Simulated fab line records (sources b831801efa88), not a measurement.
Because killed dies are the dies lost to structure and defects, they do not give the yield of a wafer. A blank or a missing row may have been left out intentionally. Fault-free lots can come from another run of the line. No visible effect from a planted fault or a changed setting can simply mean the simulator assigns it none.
Matching of chambers || flow gf180mcu || 4 sister chambers for GF_V3_CMP_04 on cmp-01
The step polishes SiO2. 8 wafers are shown with their chamber, then 9 later ones without.

EACH WAFER AND ITS CHAMBER
{"wafer": "L542.2", "chamber": 2, "motor_current_A (A)": 13.5, "time_to_endpoint_s (s)": 83}
{"wafer": "L544.2", "chamber": 3, "motor_current_A (A)": 13.7, "time_to_endpoint_s (s)": 85}
{"wafer": "L544.5", "chamber": 1, "motor_current_A (A)": 10.1, "time_to_endpoint_s (s)": 88}
{"wafer": "L545.4", "chamber": 1, "motor_current_A (A)": 9.5, "time_to_endpoint_s (s)": 86}
{"wafer": "L545.6", "chamber": 0, "motor_current_A (A)": 12.5, "time_to_endpoint_s (s)": 87}
{"wafer": "L550.3", "chamber": 0, "motor_current_A (A)": 13.8, "time_to_endpoint_s (s)": 86}
{"wafer": "L550.5", "chamber": 3, "motor_current_A (A)": 13.1, "time_to_endpoint_s (s)": 93}
{"wafer": "L550.6", "chamber": 2, "motor_current_A (A)": 13.8, "time_to_endpoint_s (s)": 90}

WAFERS WITH NO CHAMBER GIVEN
{"wafer": "L554.1", "motor_current_A (A)": 13.3, "time_to_endpoint_s (s)": 88}
{"wafer": "L554.2", "motor_current_A (A)": 9.7, "time_to_endpoint_s (s)": 89}
{"wafer": "L554.5", "motor_current_A (A)": 13.1, "time_to_endpoint_s (s)": 91}
{"wafer": "L557.1", "motor_current_A (A)": 12.3, "time_to_endpoint_s (s)": 84}
{"wafer": "L557.2", "motor_current_A (A)": 13.2, "time_to_endpoint_s (s)": 88}
{"wafer": "L557.5", "motor_current_A (A)": 14.2, "time_to_endpoint_s (s)": 90}
{"wafer": "L562.4", "motor_current_A (A)": 12.6, "time_to_endpoint_s (s)": 96}
{"wafer": "L562.5", "motor_current_A (A)": 13.2, "time_to_endpoint_s (s)": 89}
{"wafer": "L562.6", "motor_current_A (A)": 13.0, "time_to_endpoint_s (s)": 97}

EACH ONE'S CHAMBER
{"wafer": "L554.1", "from the rows above": "can't be placed: 3 or 0 or 2", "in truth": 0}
{"wafer": "L554.2", "from the rows above": 1, "in truth": 1}
{"wafer": "L554.5", "from the rows above": "can't be placed: 3 or 0 or 2", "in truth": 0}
{"wafer": "L557.1", "from the rows above": "can't be placed: 0 or 3 or 2", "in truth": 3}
{"wafer": "L557.2", "from the rows above": "can't be placed: 0 or 3 or 2", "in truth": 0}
{"wafer": "L557.5", "from the rows above": "can't be placed: 2 or 3 or 0", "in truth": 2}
{"wafer": "L562.4", "from the rows above": "can't be placed: 3 or 0 or 2", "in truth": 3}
{"wafer": "L562.5", "from the rows above": "can't be placed: 3 or 0 or 2", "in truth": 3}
{"wafer": "L562.6", "from the rows above": "can't be placed: 3 or 0 or 2", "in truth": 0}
Correctly placed: 1 of 9. Can't be placed from these rows: 8 (the true chamber is among the candidates in 8). Wrongly placed: 0.
How it was worked out, from the rows above alone: a wafer's distance from a chamber is the root of the sum, over the readings, of the square of ((its reading less the chamber's mean) divided by the reading's scatter). The wafer belongs to the nearest chamber; if the next one is less than 2 further off, it can't be placed. For every chamber, the mean is computed from those of its wafers that are shown. How the scatter is found: for the shown wafers, subtract from each reading the mean of its chamber, square and add these, divide the total by (wafers less chambers), then take the root.
